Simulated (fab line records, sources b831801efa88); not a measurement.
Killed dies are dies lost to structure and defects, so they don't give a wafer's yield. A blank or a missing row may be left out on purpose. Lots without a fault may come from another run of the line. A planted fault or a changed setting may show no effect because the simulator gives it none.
A struck lot beside a sound one | flow sky130 | 21 steps out of a route of 708
Sound: wafers L599.1, L599.4, L599.5. Struck: wafers L604.1, L604.2, L604.3. The cause comes at the end.
At each step with rows: each side's tool, then ch and its chambers, then its first start. Under that, the readings that differ: sound wafers | struck wafers | difference of the means | sigmas: that difference in standard deviations of wafers without a fault.
alike: readings whose means differ by less than 2 such deviations, and words and numbers that are the same on both sides. not compared: withheld readings, readings that some wafer has no value for, bounds like >300 that may hide the same value, and numbers for which the record gives no deviation and whose values overlap.
The two part at a step that has a row with sigmas, a row that says differs or no value, or rows on one side only. Numbers that don't overlap but have no deviation are shown without sigmas and don't part them. A reading that every wafer of one side lacks parts them only if that side has two wafers or more.

SKY_SONOS_ONO_OVL_MEAS_14:
  sound on overlay-02, day 12 08:14; struck on overlay-01, day 14 06:38
  alike: SONOS_ONO_OVL
SKY_SONOS_ONO_ETCH_15: etches the open film in CHF3/O2, target depth 19.52 nm, time 7.8 s.
  sound on rie_diel-02 ch 0,2,3, day 12 08:16; struck on rie_diel-02 ch 0,1,3, day 14 06:40
  alike: bias_w, drypump_motor_current_A, oes_product_au, throttle_valve_pct
  not compared: rf_hours_counter_h
then, 1 step without rows for these wafers: SKY_SONOS_ONO_WET_ETCH_16 (etches SiO2 in dHF, target depth 14 nm, time 292.8 s).
SKY_SONOS_ONO_STRIP_17: strips in O2/N2.
  sound on plasma_asher-02 ch 0, day 12 08:23; struck on plasma_asher-03 ch 0,1, day 14 06:47
  alike: drypump_motor_current_A, oes_product_au, strip_time_to_endpoint_s
  not compared: rf_hours_counter_h
then, 3 steps without rows for these wafers: SKY_SONOS_ONO_WET_ETCH_18 (etches Si3N4 in H3PO4, target depth 15 nm, time 172 s); SKY_GATE_OXIDE_CLEAN_00 (cleans in SC1/SC2, time 150 s); SKY_GATE_OXIDE_OXIDATION_01 (stabilise 600 s, purge 300 s, target thk 10.268 nm).
SKY_GATE_OXIDE_THK_MEAS_02:
  sound on film_metro-03, day 12 11:32; struck on film_metro-01, day 14 09:32
  alike: GATE_OXIDE_OXIDATION_00_THK
then, 4 steps without rows for these wafers: SKY_GATE_OXIDE_DEHYDRATE_03 (time 60 s); SKY_GATE_OXIDE_HMDS_04 (prime time 60 s); SKY_GATE_OXIDE_COAT_05 (resist thk 1140 nm); SKY_GATE_OXIDE_SOFTBAKE_06 (time 60 s).
SKY_GATE_OXIDE_EXPOSE_07: exposes mask LVOM, target cd 600 nm.
  sound on iline_stepper-01 ch 0, day 12 23:37; struck on iline_stepper-01 ch 0, day 14 23:32
  reading | sound                | struck            | difference | sigmas
  mask    | LVOM#0 LVOM#0 LVOM#0 | NWM#0 NWM#0 NWM#0 | differs    |
  alike: stage_vel_mm_s
then, 2 steps without rows for these wafers: SKY_GATE_OXIDE_PEB_08; SKY_GATE_OXIDE_DEVELOP_09 (develop time 60 s).
SKY_GATE_OXIDE_OVL_MEAS_10:
  sound on overlay-02, day 13 11:58; struck on overlay-01, day 15 12:43
  reading             | sound       | struck | difference                    | sigmas
  GATE_OXIDE_OVL (nm) | 1.8 0.8 1.1 | - - -  | no value on the struck wafers |
then, 2 steps without rows for these wafers: SKY_GATE_OXIDE_IMPLANT_11; SKY_GATE_OXIDE_WET_ETCH_12 (etches SiO2 in dHF, target depth 16.8 nm, time 336 s).
SKY_GATE_OXIDE_STRIP_13: strips in O2/N2.
  sound on plasma_asher-03 ch 0,1, day 13 12:16; struck on plasma_asher-01 ch 0,1, day 15 13:00
  alike: drypump_motor_current_A, oes_product_au, strip_time_to_endpoint_s
  not compared: rf_hours_counter_h
SKY_GATE_OXIDE_TW_MEAS_14:
  sound on film_metro-04, day 13 12:22; struck on film_metro-04, day 15 13:20
  reading       | sound             | struck         | difference | sigmas
  GATE_OXIDE_TW | 223.4 223.8 222.6 | 30.2 30.0 30.1 | -193.2     | -99 or more
  not compared: hold
SKY_PAD_OPEN_PROBE_99:
  the record has rows for the sound wafers here (prober-01, day 45 12:53) and none for the struck ones

WHERE THEY PART
First at SKY_GATE_OXIDE_EXPOSE_07; last, within this record, at SKY_PAD_OPEN_PROBE_99.

WHY: what the simulator had put in
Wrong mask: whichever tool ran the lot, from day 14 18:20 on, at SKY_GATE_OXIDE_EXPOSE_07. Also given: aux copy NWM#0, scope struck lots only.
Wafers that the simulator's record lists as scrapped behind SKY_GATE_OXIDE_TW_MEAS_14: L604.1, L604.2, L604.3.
